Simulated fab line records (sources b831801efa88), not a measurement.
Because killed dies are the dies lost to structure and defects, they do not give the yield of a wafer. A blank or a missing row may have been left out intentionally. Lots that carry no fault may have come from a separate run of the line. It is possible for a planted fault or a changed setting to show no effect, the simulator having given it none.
What tool caused it?	flow sky130	72 wafers from 24 lots sampled at 4 of the route's 708 steps

## WHAT THE GAUGES SHOWED, per wafer
SKY_FIELD_ISO_THK_MEAS_02. Usual: FIELD_ISO_OXIDATION_00_THK typically reads 12.12 nm, with standard deviation 0.24.
lot	measured	on	FIELD_ISO_OXIDATION_00_THK (nm)	flag
L074	day 1 12:52	film metro-03	12.32 12.11 11.93	
L075	day 1 19:14	film metro-03	12.03 12.07 11.91	
L076	day 1 23:38	film metro-03	11.85 11.84 11.87	
L077	day 2 05:17	film metro-03	12.17 12.19 11.96	
L078	day 2 09:38	film metro-04	11.64 11.80 11.87	
L079	day 2 13:47	film metro-02	11.98 11.99 12.04	
L080	day 2 18:12	film metro-03	11.83 11.64 11.64	
L081	day 3 03:53	film metro-02	11.96 11.84 11.90	
L082	day 3 03:53	film metro-03	11.85 11.84 12.04	
L083	day 3 13:37	film metro-02	12.04 12.04 11.97	
L084	day 3 17:50	film metro-04	12.01 12.16 12.00	
L085	day 3 23:31	film metro-03	12.04 12.04 12.05	
L086	day 4 09:13	film metro-03	12.43 12.56 12.62	
L087	day 4 09:14	film metro-02	12.37 12.13 12.20	
L089	day 4 17:29	film metro-04	12.25 12.07 12.31	
L088	day 4 17:29	film metro-03	12.11 11.91 12.11	
L090	day 4 20:42	film metro-04	12.36 12.32 12.33	
L091	day 5 01:06	film metro-04	11.92 11.97 12.01	
L092	day 5 05:38	film metro-03	12.25 12.39 12.44	
L093	day 5 12:52	film metro-03	11.93 12.12 12.07	
L094	day 5 19:35	film metro-04	12.65 12.40 12.58	
L096	day 6 04:24	film metro-02	12.08 12.04 12.06	
L095	day 6 04:25	film metro-03	12.35 12.36 12.43	
L097	day 6 12:29	film metro-02	12.55 12.48 12.41	

SKY_VIA1_THK_MEAS_01. Usual: VIA1_HDPCVD_THK typically reads 1028 nm, with standard deviation 8.2.
lot	measured	on	VIA1_HDPCVD_THK (nm)	flag
L074	day 32 08:32	film metro-02	1025 1030 1013	
L075	day 32 10:50	film metro-01	1023 1038 1016	
L076	day 33 12:07	film metro-01	1020 1015 1025	
L077	day 34 02:22	film metro-03	1029 1031 1027	
L078	day 35 11:06	film metro-01	1043 1020 1044	
L079	day 35 12:22	film metro-01	1027 1037 1032	
L080	day 35 20:44	film metro-01	1019 1044 1027	
L081	day 36 05:46	film metro-01	1021 1025 1028	
L082	day 36 03:35	film metro-03	1040 1038 1037	
L083	day 36 06:47	film metro-03	1027 1027 1038	
L084	day 36 07:59	film metro-02	1030 1035 1038	
L085	day 36 08:41	film metro-03	1028 1027 1031	
L086	day 37 13:11	film metro-02	1020 1026 1017	
L087	day 37 10:26	film metro-01	1005 1033 1024	
L089	day 38 12:52	film metro-03	1031 1028 1026	
L088	day 38 11:56	film metro-01	1018 1037 1026	
L090	day 38 09:29	film metro-02	1025 1040 1037	
L091	day 38 23:59	film metro-03	1037 1028 1027	
L092	day 38 23:31	film metro-03	1025 1034 1026	
L093	day 39 06:26	film metro-02	1031 1025 1035	
L094	day 39 08:56	film metro-03	1030 1024 1022	
L096	day 39 17:21	film metro-03	1030 1028 1030	
L095	day 39 21:32	film metro-02	1029 1018 1017	
L097	day 40 01:11	film metro-01	1029 1025 1022	

## WHICH TOOL RAN EACH LOT (tool, then ch and the chambers of the sampled wafers, then the start)
lot	SKY_VT_ADJUST_HVTP_STRIP_10	SKY_VT_ADJUST_PCH_STRIP_09
L074	plasma asher-03 ch 0,1, day 5 22:18	plasma asher-04 ch 0,1, day 10 02:11
L075	plasma asher-03 ch 1, day 6 03:57	plasma asher-01 ch 0,1, day 10 09:29
L076	plasma asher-04 ch 0,1, day 6 20:40	plasma asher-01 ch 0,1, day 11 05:11
L077	plasma asher-04 ch 0,1, day 7 07:14	plasma asher-03 ch 0,1, day 11 19:08
L078	plasma asher-03 ch 0,1, day 8 05:27	plasma asher-01 ch 0,1, day 13 01:05
L079	plasma asher-03 ch 0,1, day 8 06:16	plasma asher-04 ch 0,1, day 13 01:32
L080	plasma asher-01 ch 0,1, day 8 15:18	plasma asher-04 ch 1, day 13 10:29
L081	plasma asher-01 ch 0,1, day 8 16:21	plasma asher-04 ch 1, day 13 13:44
L082	plasma asher-04 ch 0,1, day 8 15:40	plasma asher-04 ch 0,1, day 13 12:59
L083	plasma asher-04 ch 0,1, day 8 19:33	plasma asher-01 ch 0,1, day 13 16:05
L084	plasma asher-03 ch 0,1, day 8 19:19	plasma asher-03 ch 0,1, day 13 14:50
L085	plasma asher-03 ch 0,1, day 9 01:11	plasma asher-04 ch 0,1, day 13 21:01
L086	plasma asher-03 ch 0,1, day 9 15:24	plasma asher-04 ch 0,1, day 14 16:23
L087	plasma asher-04 ch 0,1, day 9 16:43	plasma asher-03 ch 0,1, day 14 16:41
L089	plasma asher-04 ch 0,1, day 10 16:23	plasma asher-01 ch 0,1, day 15 22:41
L088	plasma asher-01 ch 0, day 10 18:24	plasma asher-01 ch 0,1, day 16 00:29
L090	plasma asher-01 ch 0,1, day 10 17:28	plasma asher-01 ch 0,1, day 15 23:32
L091	plasma asher-01 ch 0,1, day 11 09:07	plasma asher-04 ch 0,1, day 16 18:11
L092	plasma asher-04 ch 0,1, day 11 08:01	plasma asher-01 ch 0,1, day 16 15:26
L093	plasma asher-03 ch 0,1, day 11 15:00	plasma asher-01 ch 1, day 17 01:35
L094	plasma asher-04 ch 0,1, day 11 15:19	plasma asher-04 ch 1, day 17 01:35
L096	plasma asher-04 ch 0,1, day 12 00:04	plasma asher-03 ch 0,1, day 17 12:59
L095	plasma asher-03 ch 0,1, day 11 20:55	plasma asher-01 ch 0,1, day 17 09:53
L097	plasma asher-04 ch 0,1, day 12 06:18	plasma asher-03 ch 0,1, day 17 18:59
- SKY_VT_ADJUST_HVTP_STRIP_10: strips in O2/N2.
- SKY_VT_ADJUST_PCH_STRIP_09: strips in O2/N2.

## AS READ BY THE TOOLS THEMSELVES (means over the sampled wafers that have a number; for cases with no such wafer, the mark the record gives instead)
SKY_VT_ADJUST_HVTP_STRIP_10. Usual: drypump motor current A 5.78 A, standard deviation 0.27; o2 flow sccm 3001 sccm, standard deviation 9.6; oes product au 0.716 a.u., standard deviation 0.0042; strip time to endpoint s 14.18 s, standard deviation 0.045.
lot	tool	drypump motor current A (A)	o2 flow sccm (sccm)	oes product au (a.u.)	strip time to endpoint s (s)	flag
L074	plasma asher-03	5.95	2996	0.714	14.18	
L075	plasma asher-03	6.19	3008	0.718	14.22	
L076	plasma asher-04	5.80	3004	0.718	14.22	
L077	plasma asher-04	5.79	2998	0.711	14.21	
L078	plasma asher-03	5.95	2999	0.716	14.20	
L079	plasma asher-03	6.07	3006	0.717	14.16	
L080	plasma asher-01	5.39	2996	0.714	14.10	
L081	plasma asher-01	5.42	3006	0.715	14.21	
L082	plasma asher-04	5.76	3001	0.716	14.19	
L083	plasma asher-04	5.82	3009	0.712	14.19	
L084	plasma asher-03	5.95	3008	0.717	14.28	
L085	plasma asher-03	6.04	3004	0.714	14.14	
L086	plasma asher-03	5.94	2998	0.714	14.21	
L087	plasma asher-04	5.77	2999	0.720	14.15	
L089	plasma asher-04	5.81	2991	0.716	14.14	
L088	plasma asher-01	5.27	2990	0.714	14.17	
L090	plasma asher-01	5.42	3005	0.709	14.26	
L091	plasma asher-01	5.42	3003	0.710	14.14	
L092	plasma asher-04	5.81	2992	0.725	14.17	
L093	plasma asher-03	6.06	3013	0.720	14.21	
L094	plasma asher-04	5.78	3005	0.714	14.17	
L096	plasma asher-04	5.78	3001	0.715	14.18	
L095	plasma asher-03	6.07	3002	0.716	14.13	
L097	plasma asher-04	5.78	3005	0.718	14.16	

SKY_VT_ADJUST_PCH_STRIP_09. Usual: drypump motor current A 5.66 A, standard deviation 0.28; o2 flow sccm 3000 sccm, standard deviation 8.5; oes product au 0.722 a.u., standard deviation 0.0045; strip time to endpoint s 36.93 s, standard deviation 0.1.
lot	tool	drypump motor current A (A)	o2 flow sccm (sccm)	oes product au (a.u.)	strip time to endpoint s (s)	flag
L074	plasma asher-04	5.76	3000	0.720	36.90	
L075	plasma asher-01	5.33	2995	0.721	36.91	
L076	plasma asher-01	5.32	3001	0.723	36.77	
L077	plasma asher-03	6.08	3000	0.719	36.93	
L078	plasma asher-01	5.32	3000	0.725	36.92	
L079	plasma asher-04	5.75	3000	0.724	36.97	
L080	plasma asher-04	5.72	2994	0.720	36.88	
L081	plasma asher-04	5.75	3005	0.721	37.08	
L082	plasma asher-04	5.79	3001	0.720	36.90	
L083	plasma asher-01	5.36	2993	0.724	37.09	
L084	plasma asher-03	6.08	3007	0.720	36.85	
L085	plasma asher-04	5.77	3001	0.721	36.93	
L086	plasma asher-04	5.79	2998	0.721	36.98	
L087	plasma asher-03	5.96	3011	0.720	36.95	
L089	plasma asher-01	5.41	2999	0.722	36.99	
L088	plasma asher-01	5.41	3005	0.723	36.98	
L090	plasma asher-01	5.41	3012	0.718	36.73	
L091	plasma asher-04	5.80	3006	0.725	36.95	
L092	plasma asher-01	5.36	3000	0.724	37.01	
L093	plasma asher-01	5.47	3005	0.726	37.07	
L094	plasma asher-04	5.74	2991	0.718	36.80	
L096	plasma asher-03	6.05	3004	0.721	36.91	
L095	plasma asher-01	5.39	2992	0.722	36.90	
L097	plasma asher-03	6.05	2988	0.717	36.87	

## THE ANSWER, worked out from the rows above alone
Rule: a lot is off if the mean of its wafers that have a number lies more than 3 standard deviations from the usual mean. A lot without any number at a reading at which 4 lots or more have one is off too. The other lots that the step has rows for count as sound. Order of review: gauges by route order, followed by the tools' own readings, for which a lot's mean as printed above is used. The first step at which some lot is off is used, and at that step the reading that is off furthest; a lot without a number counts as furthest.
No lot is off at any reading shown: from this, nothing can be told.

## WHAT HAD BEEN PUT IN BY THE SIMULATOR
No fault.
